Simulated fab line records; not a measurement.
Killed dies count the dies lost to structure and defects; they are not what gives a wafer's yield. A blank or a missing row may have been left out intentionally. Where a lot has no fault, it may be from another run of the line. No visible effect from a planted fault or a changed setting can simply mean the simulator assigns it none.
Which of the tools did it? :: flow sky130 :: 10 lots with 30 wafers sampled at 6 steps, on a route of 708 steps

WHAT THE GAUGES READ, wafer by wafer
SKY_METAL2_OVL_MEAS_16. Usual: METAL2_OVL -2 nm, standard deviation 7.2.
lot: L374
measured: day 35 15:53
on: overlay-02
METAL2_OVL (nm): 5 -2 5
flag: 

lot: L375
measured: day 35 19:38
on: overlay-02
METAL2_OVL (nm): 9 6 12
flag: 

lot: L377
measured: day 36 00:53
on: overlay-01
METAL2_OVL (nm): -7 -6 -13
flag: 

lot: L382
measured: day 37 14:42
on: overlay-02
METAL2_OVL (nm): 11 9 4
flag: 

lot: L386
measured: day 39 05:01
on: overlay-02
METAL2_OVL (nm): -2 5 0
flag: 

lot: L387
measured: day 39 10:59
on: overlay-02
METAL2_OVL (nm): -17 -15 -13
flag: 

lot: L388
measured: day 39 14:00
on: overlay-02
METAL2_OVL (nm): -1 4 -9
flag: 

lot: L390
measured: day 40 04:37
on: overlay-01
METAL2_OVL (nm): -5 5 -7
flag: 

lot: L391
measured: day 40 07:59
on: overlay-01
METAL2_OVL (nm): -3 -3 -4
flag: 

lot: L396
measured: day 41 15:12
on: overlay-02
METAL2_OVL (nm): 0 0 4
flag: 

SKY_CAPM_RS_MEAS_03: measurement is done with a four-point probe. Usual: CAPM_TIN_RS 6.96 ohm/sq, standard deviation 0.078.
lot: L374
measured: day 36 21:46
on: film-metro-02
CAPM_TIN_RS (ohm/sq): 6.91 6.94 6.96
flag: 

lot: L375
measured: day 37 01:10
on: film-metro-04
CAPM_TIN_RS (ohm/sq): 6.89 6.78 6.92
flag: 

lot: L377
measured: day 37 06:14
on: film-metro-03
CAPM_TIN_RS (ohm/sq): 6.93 6.91 6.85
flag: 

lot: L382
measured: day 38 19:39
on: film-metro-03
CAPM_TIN_RS (ohm/sq): 7.01 7.07 6.98
flag: 

lot: L386
measured: day 40 09:05
on: film-metro-02
CAPM_TIN_RS (ohm/sq): 6.82 6.92 6.86
flag: 

lot: L387
measured: day 40 14:34
on: film-metro-02
CAPM_TIN_RS (ohm/sq): 6.88 6.91 4.86 6.89 6.93 4.86
flag: OFF

lot: L388
measured: day 40 17:12
on: film-metro-04
CAPM_TIN_RS (ohm/sq): 4.93 7.09 7.04 4.93 7.08 7.04
flag: OFF

lot: L390
measured: day 41 07:58
on: film-metro-03
CAPM_TIN_RS (ohm/sq): 7.02 6.96 6.86
flag: 

lot: L391
measured: day 41 11:30
on: film-metro-02
CAPM_TIN_RS (ohm/sq): 6.93 6.94 6.98
flag: 

lot: L396
measured: day 42 18:00
on: film-metro-03
CAPM_TIN_RS (ohm/sq): 6.93 6.96 6.95
flag: 

SKY_CAPM_THK_MEAS_04: measures by xrf. Usual: CAPM_TIN_THK 193.1 nm, standard deviation 2.5.
lot: L374
measured: day 36 21:52
on: film-metro-02
CAPM_TIN_THK (nm): 195.2 193.6 194.2
flag: 

lot: L375
measured: day 37 01:17
on: film-metro-04
CAPM_TIN_THK (nm): 195.9 198.8 195.4
flag: 

lot: L377
measured: day 37 06:22
on: film-metro-03
CAPM_TIN_THK (nm): 191.5 192.1 193.5
flag: 

lot: L382
measured: day 38 19:45
on: film-metro-03
CAPM_TIN_THK (nm): 190.7 190.0 192.4
flag: 

lot: L386
measured: day 40 09:11
on: film-metro-02
CAPM_TIN_THK (nm): 198.5 194.7 196.9
flag: 

lot: L387
measured: day 40 18:35
on: film-metro-02
CAPM_TIN_THK (nm): 196.7 195.5 277.3 196.3 195.8 276.4
flag: OFF

lot: L388
measured: day 40 21:28
on: film-metro-04
CAPM_TIN_THK (nm): 270.0 190.1 190.1 269.9 189.1 189.4
flag: OFF

lot: L390
measured: day 41 08:03
on: film-metro-03
CAPM_TIN_THK (nm): 190.7 192.2 194.7
flag: 

lot: L391
measured: day 41 11:37
on: film-metro-02
CAPM_TIN_THK (nm): 194.8 194.8 193.8
flag: 

lot: L396
measured: day 42 18:07
on: film-metro-03
CAPM_TIN_THK (nm): 191.1 191.7 191.6
flag: 

WHICH TOOL RAN EACH LOT (tool, then ch and the chambers of the sampled wafers, then the start)
lot: L374
SKY_METAL2_METAL_ETCH_19: rie-metal-04 ch 0,1, day 35 16:01
SKY_METAL3_SPUTTER_03: pvd-sputter-03, day 36 21:29
SKY_CAPM_SPUTTER_02: pvd-sputter-04, day 36 21:38

lot: L375
SKY_METAL2_METAL_ETCH_19: rie-metal-01 ch 0,1, day 35 19:46
SKY_METAL3_SPUTTER_03: pvd-sputter-02, day 37 00:55
SKY_CAPM_SPUTTER_02: pvd-sputter-03, day 37 01:04

lot: L377
SKY_METAL2_METAL_ETCH_19: rie-metal-02 ch 0,1, day 36 01:01
SKY_METAL3_SPUTTER_03: pvd-sputter-01, day 37 05:59
SKY_CAPM_SPUTTER_02: pvd-sputter-04, day 37 06:08

lot: L382
SKY_METAL2_METAL_ETCH_19: rie-metal-01 ch 0,1, day 37 14:51
SKY_METAL3_SPUTTER_03: pvd-sputter-03, day 38 19:20
SKY_CAPM_SPUTTER_02: pvd-sputter-04, day 38 19:30

lot: L386
SKY_METAL2_METAL_ETCH_19: rie-metal-04 ch 0,1, day 39 05:10
SKY_METAL3_SPUTTER_03: pvd-sputter-03, day 40 08:47
SKY_CAPM_SPUTTER_02: pvd-sputter-04, day 40 08:56

lot: L387
SKY_METAL2_METAL_ETCH_19: rie-metal-01 ch 0,1, day 39 11:07
SKY_METAL3_SPUTTER_03: pvd-sputter-03, day 40 14:19
SKY_CAPM_SPUTTER_02: pvd-sputter-04, day 40 14:28

lot: L388
SKY_METAL2_METAL_ETCH_19: rie-metal-01 ch 0,1, day 39 14:08
SKY_METAL3_SPUTTER_03: pvd-sputter-03, day 40 16:56
SKY_CAPM_SPUTTER_02: pvd-sputter-04, day 40 17:05

lot: L390
SKY_METAL2_METAL_ETCH_19: rie-metal-04 ch 0,1, day 40 04:45
SKY_METAL3_SPUTTER_03: pvd-sputter-03, day 41 07:38
SKY_CAPM_SPUTTER_02: pvd-sputter-03, day 41 07:47

lot: L391
SKY_METAL2_METAL_ETCH_19: rie-metal-04 ch 0, day 40 08:07
SKY_METAL3_SPUTTER_03: pvd-sputter-02, day 41 11:13
SKY_CAPM_SPUTTER_02: pvd-sputter-03, day 41 11:22

lot: L396
SKY_METAL2_METAL_ETCH_19: rie-metal-01 ch 0,1, day 41 15:20
SKY_METAL3_SPUTTER_03: pvd-sputter-03, day 42 17:44
SKY_CAPM_SPUTTER_02: pvd-sputter-02, day 42 17:53
- SKY_METAL2_METAL_ETCH_19: etches the open film in Cl2/BCl3, stops on SiO2, target depth 360 nm, time 78 s.
- SKY_METAL3_SPUTTER_03: material Ti, target thk 5 nm, time 3.3 s.
- SKY_CAPM_SPUTTER_02: material TiN, target thk 200 nm, time 166.7 s.

WHAT THE TOOLS THEMSELVES READ (means of the sampled wafers that have a number; where no wafer has one, the mark that the record gives instead)
SKY_METAL2_METAL_ETCH_19. Usual: bias-w 48.49 W, standard deviation 0.14; drypump-motor-current-A 5.3 A, standard deviation 0.45; oes-product-au 0.855 a.u., standard deviation 0.0057; throttle-valve-pct 22.265 %, standard deviation 0.0087.
lot: L374
tool: rie-metal-04
bias-w (W): 48.55
drypump-motor-current-A (A): 5.2
oes-product-au (a.u.): 0.849
throttle-valve-pct (%): 22.258
flag: 

lot: L375
tool: rie-metal-01
bias-w (W): 48.54
drypump-motor-current-A (A): 5.4
oes-product-au (a.u.): 0.856
throttle-valve-pct (%): 22.265
flag: 

lot: L377
tool: rie-metal-02
bias-w (W): 48.44
drypump-motor-current-A (A): 5.2
oes-product-au (a.u.): 0.851
throttle-valve-pct (%): 22.268
flag: 

lot: L382
tool: rie-metal-01
bias-w (W): 48.54
drypump-motor-current-A (A): 5.3
oes-product-au (a.u.): 0.853
throttle-valve-pct (%): 22.267
flag: 

lot: L386
tool: rie-metal-04
bias-w (W): 48.47
drypump-motor-current-A (A): 5.6
oes-product-au (a.u.): 0.854
throttle-valve-pct (%): 22.268
flag: 

lot: L387
tool: rie-metal-01
bias-w (W): 48.61
drypump-motor-current-A (A): 5.3
oes-product-au (a.u.): 0.855
throttle-valve-pct (%): 22.258
flag: 

lot: L388
tool: rie-metal-01
bias-w (W): 48.51
drypump-motor-current-A (A): 5.4
oes-product-au (a.u.): 0.858
throttle-valve-pct (%): 22.265
flag: 

lot: L390
tool: rie-metal-04
bias-w (W): 48.55
drypump-motor-current-A (A): 5.2
oes-product-au (a.u.): 0.852
throttle-valve-pct (%): 22.256
flag: 

lot: L391
tool: rie-metal-04
bias-w (W): 48.54
drypump-motor-current-A (A): 6.1
oes-product-au (a.u.): 0.858
throttle-valve-pct (%): 22.269
flag: 

lot: L396
tool: rie-metal-01
bias-w (W): 48.62
drypump-motor-current-A (A): 5.3
oes-product-au (a.u.): 0.855
throttle-valve-pct (%): 22.257
flag: 

SKY_METAL3_SPUTTER_03. Usual: cathode-dc-power-W 3000.0 W, standard deviation 0.45; throttle-valve-pct 30.1 %, standard deviation 1.1.
lot: L374
tool: pvd-sputter-03
cathode-dc-power-W (W): 3000.1
throttle-valve-pct (%): 30.3
flag: 

lot: L375
tool: pvd-sputter-02
cathode-dc-power-W (W): 2999.6
throttle-valve-pct (%): 29.0
flag: 

lot: L377
tool: pvd-sputter-01
cathode-dc-power-W (W): 2999.9
throttle-valve-pct (%): 31.3
flag: 

lot: L382
tool: pvd-sputter-03
cathode-dc-power-W (W): 3000.1
throttle-valve-pct (%): 29.5
flag: 

lot: L386
tool: pvd-sputter-03
cathode-dc-power-W (W): 2999.8
throttle-valve-pct (%): 29.7
flag: 

lot: L387
tool: pvd-sputter-03
cathode-dc-power-W (W): 3000.1
throttle-valve-pct (%): 29.8
flag: 

lot: L388
tool: pvd-sputter-03
cathode-dc-power-W (W): 3000.1
throttle-valve-pct (%): 29.9
flag: 

lot: L390
tool: pvd-sputter-03
cathode-dc-power-W (W): 2999.7
throttle-valve-pct (%): 30.3
flag: 

lot: L391
tool: pvd-sputter-02
cathode-dc-power-W (W): 2999.7
throttle-valve-pct (%): 28.8
flag: 

lot: L396
tool: pvd-sputter-03
cathode-dc-power-W (W): 2999.8
throttle-valve-pct (%): 30.0
flag: 

SKY_CAPM_SPUTTER_02. Usual: cathode-dc-power-W 6499.9 W, standard deviation 1; throttle-valve-pct 30.3 %, standard deviation 1.3.
lot: L374
tool: pvd-sputter-04
cathode-dc-power-W (W): 6499.9
throttle-valve-pct (%): 30.9
flag: 

lot: L375
tool: pvd-sputter-03
cathode-dc-power-W (W): 6499.9
throttle-valve-pct (%): 29.9
flag: 

lot: L377
tool: pvd-sputter-04
cathode-dc-power-W (W): 6499.7
throttle-valve-pct (%): 31.6
flag: 

lot: L382
tool: pvd-sputter-04
cathode-dc-power-W (W): 6499.9
throttle-valve-pct (%): 31.0
flag: 

lot: L386
tool: pvd-sputter-04
cathode-dc-power-W (W): 6500.6
throttle-valve-pct (%): 30.6
flag: 

lot: L387
tool: pvd-sputter-04
cathode-dc-power-W (W): 7391.6
throttle-valve-pct (%): 31.4
flag: OFF

lot: L388
tool: pvd-sputter-04
cathode-dc-power-W (W): 7389.4
throttle-valve-pct (%): 30.9
flag: OFF

lot: L390
tool: pvd-sputter-03
cathode-dc-power-W (W): 6499.1
throttle-valve-pct (%): 30.3
flag: 

lot: L391
tool: pvd-sputter-03
cathode-dc-power-W (W): 6501.0
throttle-valve-pct (%): 30.0
flag: 

lot: L396
tool: pvd-sputter-02
cathode-dc-power-W (W): 6500.7
throttle-valve-pct (%): 27.8
flag: 

THE ANSWER, worked out from the rows above alone
Rule: a lot counts as off when the mean over its wafers that have a number is more than 3 standard deviations away from the usual mean. A lot without any number at a reading at which 4 lots or more have one is off too. All remaining lots with rows at the step are treated as sound. The gauges are gone through in route order, then the tools' own readings, and for those a lot's mean is taken as printed above. At the first step where some lot is off, the reading lying furthest off is the one used; lots without a number count as furthest.
Off: at SKY_CAPM_RS_MEAS_03 (CAPM_TIN_RS), L387, L388.
A tool fits if, at a process step before that reading, it ran every lot that is off, and no sound lot after the first of them. Not tried: the gauges at SKY_CAPM_RS_MEAS_03; whatever is off there is also off at SKY_CAPM_SPUTTER_02, on other tools, and gauge error can't account for it. One fits: SKY_CAPM_SPUTTER_02 on pvd-sputter-04. Its last sound lot is L386 (day 40 08:56), its first lot that is off L387 (day 40 14:28): a fault that began between those two fits.
On the lots that are off, the tool's own readings at SKY_CAPM_SPUTTER_02 differ by more than 5 times the standard deviation of the sound lots' means, which bears it out; cathode-dc-power-W reads 7390.5 W there versus 6500.1 W on the sound lots.

WHAT THE SIMULATOR HAD INSERTED
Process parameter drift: pvd-sputter-04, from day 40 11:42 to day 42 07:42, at SKY_CAPM_SPUTTER_02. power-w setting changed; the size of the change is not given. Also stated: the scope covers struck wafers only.
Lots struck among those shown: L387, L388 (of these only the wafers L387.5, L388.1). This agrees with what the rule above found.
